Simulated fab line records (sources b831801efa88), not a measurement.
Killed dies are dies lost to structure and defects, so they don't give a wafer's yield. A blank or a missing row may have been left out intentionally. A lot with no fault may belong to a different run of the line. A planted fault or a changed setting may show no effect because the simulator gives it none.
Struck lot and sound lot, side by side + flow sky130 + 18 out of 708 route steps
Sound: wafers L830.1, L830.3, L830.6. Struck: wafer L825.3. (L825.4, L825.6 of the same lot were not struck and are left out.) The cause comes at the end.
At each step with rows: each side's tool, then ch and its chambers, then its first start. Under that, the readings that differ: sound wafers + struck wafers + difference of the means + sigmas: that difference in standard deviations of wafers without a fault.
alike: readings whose means differ by less than 2 such deviations, and words and numbers that are the same on both sides. not compared: withheld readings, readings that some wafer has no value for, bounds like >300 that may hide the same value, and numbers for which the record gives no deviation and whose values overlap.
A row with sigmas, a row that says differs or no value, or rows on one side alone: a step with any of these is where the two part. Non-overlapping numbers with no deviation appear without sigmas and do not part them. A reading that every wafer of one side lacks parts them only if that side has two wafers or more.

first, 3 steps without rows for these wafers: SKY_LI_CONTACT_EXPOSE_09 (exposes mask LICM1, target cd 170 nm); SKY_LI_CONTACT_PEB_10; SKY_LI_CONTACT_DEVELOP_11 (develop time 60 s).
SKY_LI_CONTACT_CD_MEAS_12 targets a cd of 170 nm.
  sound on cdSem-02, day 35 11:53; struck on cdSem-02, day 33 06:13
  alike: cdNm
SKY_LI_CONTACT_OVL_MEAS_13:
  sound on overlay-02, day 35 12:00; struck on overlay-01, day 33 06:18
  alike: LI_CONTACT_OVL
SKY_LI_CONTACT_ETCH_14: etches BARC in N2/H2, stops on SiO2, time 45.9 s, target depth 60 nm.
  sound on rieDiel-01 ch 0,1, day 35 12:02; struck on rieDiel-01 ch 2, day 33 06:20
| reading                  | sound       | struck | difference | sigmas |
|--------------------------|-------------|--------|------------|--------|
| drypumpMotorCurrentA (A) | 5.0 5.5 5.0 | 6.1    | +0.9       | +2     |
  alike: oesProductAu, throttleValvePct
  not compared: rfHoursCounterH
SKY_LI_CONTACT_ETCH_15: etches PSG in C4F8/O2/Ar, stops on Si, target depth 600 nm.
  sound on rieDiel-01 ch 0,1, day 35 12:04; struck on rieDiel-01 ch 2, day 33 06:22
  alike: oesProductAu
SKY_LI_CONTACT_STRIP_16: strips in O2/N2.
  sound on plasmaAsher-01 ch 0, day 35 12:10; struck on plasmaAsher-01 ch 0, day 33 06:29
| reading             | sound             | struck | difference | sigmas |
|---------------------|-------------------|--------|------------|--------|
| oesProductAu (a.u.) | 0.373 0.378 0.377 | 0.367  | -0.009     | -2     |
  alike: drypumpMotorCurrentA, stripTimeToEndpointS
  not compared: rfHoursCounterH
then, 2 steps without rows for these wafers: SKY_LI_CONTACT_CLEAN_17 (cleans in NMP, time 600 s); SKY_LI_CONTACT_PRE_CLEAN_18 (time 5.6 s).
SKY_LI_CONTACT_SPUTTER_19: material Ti, target thk 20 nm, time 106.37 s.
  sound on pvdSputter-03, day 35 12:29; struck on pvdSputter-02, day 33 06:46
| reading              | sound          | struck | difference | sigmas |
|----------------------|----------------|--------|------------|--------|
| throttleValvePct (%) | 28.9 28.8 28.5 | 31.2   | +2.5       | +2     |
SKY_LI_CONTACT_SPUTTER_20: material TiN, target thk 20 nm, time 80 s.
  sound on pvdSputter-03, day 35 12:34; struck on pvdSputter-02, day 33 06:50
| reading              | sound          | struck | difference | sigmas |
|----------------------|----------------|--------|------------|--------|
| throttleValvePct (%) | 28.8 28.6 28.7 | 31.2   | +2.5       | +2     |
SKY_LI_CONTACT_CVD_21: deposits W, target thk 400 nm, time 120.56 s.
  sound on cvdW-02 ch 1, day 35 12:37; struck on cvdW-01 ch 0, day 33 06:56
| reading                                 | sound             | struck | difference | sigmas |
|-----------------------------------------|-------------------|--------|------------|--------|
| heaterPowerW (W)                        | 835 829 850       | 717    | -121       | -2     |
| model.W_of_LI_CONTACT_CVD_21.thkNm (nm) | 395.4 394.2 397.9 | 443.2  | +47.4      |        |
SKY_LI_CONTACT_RS_MEAS_22: uses a four-point probe to measure.
  sound on filmMetro-02, day 35 12:53; struck on filmMetro-04, day 33 07:21
| reading                  | sound             | struck | difference | sigmas |
|--------------------------|-------------------|--------|------------|--------|
| LI_CONTACT_W_RS (ohm/sq) | 0.288 0.288 0.285 | 0.257  | -0.030     | -10    |
  not compared: hold
SKY_LI_CONTACT_THK_MEAS_23: measures by xrf.
  sound on filmMetro-02, day 35 13:00; struck on filmMetro-04, day 33 09:59
| reading               | sound       | struck | difference | sigmas |
|-----------------------|-------------|--------|------------|--------|
| LI_CONTACT_W_THK (nm) | 392 391 396 | 441    | +48        | +11    |
  not compared: hold
SKY_LI_CONTACT_CMP_24: polishes, stops on PSG, t overpolish 20 s, target thk 0 nm.
  sound on cmp-01 ch 1,2,3, day 35 13:10; struck on cmp-01 ch 3, day 33 12:17
| reading             | sound    | struck                  | difference                   | sigmas |
|---------------------|----------|-------------------------|------------------------------|--------|
| hold                | - - -    | awaitDispo/1.8h/release | no value on the sound wafers |        |
| timeToEndpointS (s) | 98 96 96 | 107                     | +10                          | +3     |
  alike: motorCurrentA, slurryFilterDpKPa
then, 1 step without rows for these wafers: SKY_LOCAL_INTERCONNECT_SPUTTER_00 (material TiN, target thk 100 nm, time 83.3 s).
-- here the record skips 16 days between the struck wafers' starts before and after, leaving off in module LOCAL_INTERCONNECT and picking up in module PAD_OPEN (first step shown: number 708 of the route) --
SKY_PAD_OPEN_PROBE_99:
  sound on prober-02, day 50 12:53; struck on prober-02, day 49 00:43
| reading         | sound | struck | difference | sigmas |
|-----------------|-------|--------|------------|--------|
| killed_at_M4_up | 1 0 3 | 7      | +6         | +3     |
  alike: killed_at_M0_to_M3, killedAtContacts, killedAtFrontEnd, killedAtOther, killedDies, killedOpen, killedShort

## WHERE THEY PART
At SKY_LI_CONTACT_ETCH_14 first; at SKY_PAD_OPEN_PROBE_99 last (within this record only).

WHY: the cause the simulator had injected
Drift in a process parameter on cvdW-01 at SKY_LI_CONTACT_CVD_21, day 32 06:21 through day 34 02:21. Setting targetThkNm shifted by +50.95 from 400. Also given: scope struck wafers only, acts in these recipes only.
